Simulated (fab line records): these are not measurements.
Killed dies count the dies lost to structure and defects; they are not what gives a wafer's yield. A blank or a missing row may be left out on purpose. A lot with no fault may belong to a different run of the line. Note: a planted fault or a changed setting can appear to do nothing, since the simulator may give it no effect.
Comparing a struck lot with a sound one || flow sky130 || 17 steps out of a route of 708
Sound: the wafers L520.1, L520.4, L520.6. Wafers struck: L530.1, L530.2, L530.3. Last of all comes the cause.
Order at every step that has rows: each side's tool, ch and its chambers, its first start. Under that, the readings that differ: sound wafers || struck wafers || difference of the means || sigmas: that difference in standard deviations of wafers without a fault.
alike: readings with means less than 2 such deviations apart, plus words and numbers identical on both sides. not compared: withheld readings, readings lacking a value on some wafer, bounds such as >300 that could conceal the same value, and numbers that have no deviation in the record and whose values overlap.
A row with sigmas, a row that says differs or no value, or rows on one side alone: a step with any of these is where the two part. Numbers that have no deviation but don't overlap get no sigmas and don't part them. A reading that every wafer of one side lacks parts them only if that side has two wafers or more.

first, 5 steps without rows for these wafers: SKY_SD_N_COAT_02 (resist thk 1140 nm); SKY_SD_N_SOFTBAKE_03 (time 60 s); SKY_SD_N_EXPOSE_04 (exposes mask NSDM, target cd 380 nm); SKY_SD_N_PEB_05; SKY_SD_N_DEVELOP_06 (develop time 60 s).
SKY_SD_N_CD_MEAS_07: target cd 380 nm.
  sound on cd sem-01 at day 29 05:53; struck on cd sem-02 at day 32 15:05
  alike: cd nm
SKY_SD_N_OVL_MEAS_08:
  sound on overlay-01 at day 29 06:01; struck on overlay-02 at day 32 15:12
  alike: SD_N_OVL
then, 2 steps without rows for these wafers: SKY_SD_N_IMPLANT_09; SKY_SD_N_IMPLANT_10.
SKY_SD_N_STRIP_11: strips in O2/N2.
  sound on plasma asher-02 ch 0,1, day 29 06:21; struck on plasma asher-03 ch 0,1, day 32 15:32
  alike: drypump motor current A, o2 flow sccm, oes product au, strip time to endpoint s
  not compared: rf hours counter h
SKY_SD_N_TW_MEAS_12:
  sound on film metro-03 at day 29 06:27; struck on film metro-03 at day 32 15:38
  alike: SD_N_TW
then, 1 step without rows for these wafers: SKY_SD_N_CLEAN_13 (cleans in SC1/SC2, time 150 s).
SKY_SD_N_RTA_14: time 2 s.
  sound on rtp anneal-02 ch 0, day 29 06:34; struck on rtp anneal-02 ch 0, day 32 15:45
  alike: lamp power pct, wafer_temp_C_max
SKY_SD_N_RS_MEAS_16: uses a four-point probe to measure.
  sound on film metro-02 at day 29 06:44; struck on film metro-01 at day 32 15:55
{"reading": "SD_N_RS (ohm/sq)", "sound": "68.48 68.38 68.32", "struck": "71.12 71.14 71.17", "difference": "+2.75", "sigmas": "+28"}
SKY_SD_N_RS_MEAS_17: uses a four-point probe to measure.
  sound on film metro-02 at day 29 06:51; struck on film metro-01 at day 32 16:02
{"reading": "SD_P_RS (ohm/sq)", "sound": "147.1 146.7 146.9", "struck": "161.6 162.2 162.2", "difference": "+15.1", "sigmas": "+46"}
SKY_SD_N_RS_MEAS_18: uses a four-point probe to measure.
  sound on film metro-02 at day 29 06:58; struck on film metro-01 at day 32 16:10
{"reading": "RES_XHIGH_RS (ohm/sq)", "sound": "330.5 331.4 332.0", "struck": "333.4 333.7 334.6", "difference": "+2.6", "sigmas": "+2"}
-- here the record skips 16 days between the struck wafers' starts before and after, leaving off in module SD_N and picking up in module PAD_OPEN (first step shown: number 708 of the route) --
SKY_PAD_OPEN_PROBE_99:
  sound on prober-01 at day 46 23:13; struck on prober-01 at day 49 02:45
{"reading": "killed_at_M4_up", "sound": "10 7", "struck": "2 4 6", "difference": -4, "sigmas": -2}
{"reading": "killed at other", "sound": "2 1", "struck": "0 1 0", "difference": -1, "sigmas": -2}
{"reading": "model.etest.res xhigh po.line ohm um", "sound": "5426 5758", "struck": "6571 6891 7022", "difference": "+1236", "sigmas": ""}
{"reading": "model.etest.res xhigh po.rs ohm sq rim less centre", "sound": "-65.8 -55.38", "struck": "564.9 566.6 600.4", "difference": "+637.9", "sigmas": ""}
{"reading": "model.etest.res xhigh po.rs ohm sq range", "sound": "72.28 67.14", "struck": "609.7 606.5 634.2", "difference": "+547.1", "sigmas": ""}
{"reading": "model.etest.res xhigh po.rs ohm sq", "sound": "1916 2008", "struck": "2330 2427 2440", "difference": "+437", "sigmas": ""}
{"reading": "model.etest.pfet_01v8.r on ohm um", "sound": "2839 2807", "struck": "3221 3311 3096", "difference": "+386", "sigmas": ""}
{"reading": "model.etest.tip p.rs ohm sq", "sound": "6795 6816", "struck": "7075 7025 7039", "difference": "+241", "sigmas": ""}
{"reading": "model.etest.res pdiff.line ohm um", "sound": "1352 1369", "struck": "1515 1556 1510", "difference": "+166", "sigmas": ""}
{"reading": "model.etest.tip p.rs ohm sq rim less centre", "sound": "-133.5 -61.05", "struck": "126.3 1.807 77.89", "difference": "+165.9", "sigmas": ""}
  alike: killed_at_M0_to_M3, killed at contacts, killed at front end, killed dies, killed open, killed short

== WHERE THEY PART ==
At SKY_SD_N_RS_MEAS_16 first; at SKY_PAD_OPEN_PROBE_99 last (within this record only).

WHY: the cause the simulator had injected
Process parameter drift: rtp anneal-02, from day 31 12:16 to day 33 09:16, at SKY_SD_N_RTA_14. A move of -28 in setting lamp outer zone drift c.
